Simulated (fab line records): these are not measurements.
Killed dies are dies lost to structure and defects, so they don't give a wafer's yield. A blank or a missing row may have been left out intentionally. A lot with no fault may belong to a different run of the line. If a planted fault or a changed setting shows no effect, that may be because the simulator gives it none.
A lot that was struck, set against a sound lot ; flow sky130 ; 15 out of 708 route steps
Sound: wafers L812.1, L812.2, L812.5. Wafers L817.1, L817.2, L817.5 were the ones struck. Last of all comes the cause.
Order at every step that has rows: each side's tool, ch and its chambers, its first start. Under that, the readings that differ: sound wafers ; struck wafers ; difference of the means ; sigmas: that difference in standard deviations of wafers without a fault.
alike: readings whose means differ by less than 2 such deviations, and words and numbers that are the same on both sides. not compared: withheld readings, readings that some wafer has no value for, bounds like >300 that may hide the same value, and numbers for which the record gives no deviation and whose values overlap.
The two part at a step that has a row with sigmas, a row that says differs or no value, or rows on one side only. When numbers do not overlap yet have no deviation, they are printed without sigmas and do not part them. Lack of a reading on every wafer of one side parts them only where that side has two or more wafers.

SKY_NWELL_RS_MEAS_29: the measuring method here is four-point-probe.
  sound on film metro-03 at day 5 23:17; struck on film metro-02 at day 7 07:28
  alike: NWELL_RS
SKY_NWELL_RS_MEAS_31: the measuring method here is four-point-probe.
  sound on film metro-03 at day 5 23:31; struck on film metro-02 at day 7 07:43
  alike: PWDE_RS
then, 7 steps without rows for these wafers: SKY_VT_ADJUST_HVTP_DEHYDRATE_00 (time 60 s); SKY_VT_ADJUST_HVTP_HMDS_01 (prime time 60 s); SKY_VT_ADJUST_HVTP_COAT_02 (resist thk 1140 nm); SKY_VT_ADJUST_HVTP_SOFTBAKE_03 (time 60 s); SKY_VT_ADJUST_HVTP_EXPOSE_04 (exposes mask HVTPM, target cd 380 nm); SKY_VT_ADJUST_HVTP_PEB_05; SKY_VT_ADJUST_HVTP_DEVELOP_06 (develop time 60 s).
SKY_VT_ADJUST_HVTP_CD_MEAS_07: the cd target is 380 nm.
  sound on cd sem-01 at day 6 17:11; struck on cd sem-02 at day 8 03:58
  alike: cd nm
SKY_VT_ADJUST_HVTP_OVL_MEAS_08:
  sound on overlay-01 at day 6 17:18; struck on overlay-02 at day 8 04:05
  alike: VT_ADJUST_HVTP_OVL
SKY_VT_ADJUST_HVTP_IMPLANT_09:
  sound on implanter-04 ch 0, day 6 17:20; struck on implanter-04 ch 0, day 8 04:07
reading;sound;struck;difference;sigmas
dose ions cm2;4.299e+12 4.3e+12 4.299e+12;4.776e+12 4.778e+12 4.775e+12;+4.770e+11;+99 or more
faraday current uA;23.8 24.5 25.0;26.0 25.7 26.4;+1.6;+3
SKY_VT_ADJUST_HVTP_STRIP_10: strips in O2/N2.
  sound on plasma asher-01 ch 0,1, day 6 17:29; struck on plasma asher-01 ch 0,1, day 8 04:16
  alike: drypump motor current A, oes product au, strip time to endpoint s
  not compared: rf hours counter h
SKY_VT_ADJUST_HVTP_TW_MEAS_11:
  sound on film metro-03 at day 6 17:35; struck on film metro-01 at day 8 04:37
reading;sound;struck;difference;sigmas
VT_ADJUST_HVTP_TW;1349 1350 1348;1392 1389 1395;+43;+7
  not compared: hold
-- a jump in the record: the struck wafers' starts before and after are 39 days apart (it breaks off in module VT_ADJUST_HVTP and resumes in module PAD_OPEN, where the first step shown is number 708 of the route) --
SKY_PAD_OPEN_PROBE_99:
  sound on prober-02 at day 45 20:04; struck on prober-01 at day 47 11:02
reading;sound;struck;difference;sigmas
model.etest.tip p.rs ohm sq;6849 6875 6890;7124 7114 7045;+223;
model.etest.pfet_01v8.drive ua um;192.9 193.3 187.7;185.6 175.7 182.5;-10.0;
model.etest.pfet_01v8_mvt.drive ua um;152.4 152.4 148.8;143.7 137 142.6;-10.1;
model.etest.pfet_01v8_mvt.off log10 a um;-10.69 -10.52 -10.84;-11.6 -11.89 -11.81;-1.1;
model.etest.pfet_01v8.off log10 a um;-9.703 -9.723 -10.03;-10.5 -10.95 -10.71;-0.9;
  alike: killed_at_M0_to_M3, killed_at_M4_up, killed at contacts, killed at front end, killed at other, killed dies, killed open, killed short
  not compared: model.etest.pfet_01v8_hvt.drive ua um, model.etest.sram pfet latch.off log10 a um, model.etest.pfet_01v8_hvt.off log10 a um

## WHERE THEY PART
First at SKY_VT_ADJUST_HVTP_IMPLANT_09; last, within this record, at SKY_VT_ADJUST_HVTP_TW_MEAS_11. Later steps at which nothing parts them and some readings are alike: SKY_PAD_OPEN_PROBE_99.

WHY: what had been put in by the simulator
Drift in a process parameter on implanter-04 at SKY_VT_ADJUST_HVTP_IMPLANT_09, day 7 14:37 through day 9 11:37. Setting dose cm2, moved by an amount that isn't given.
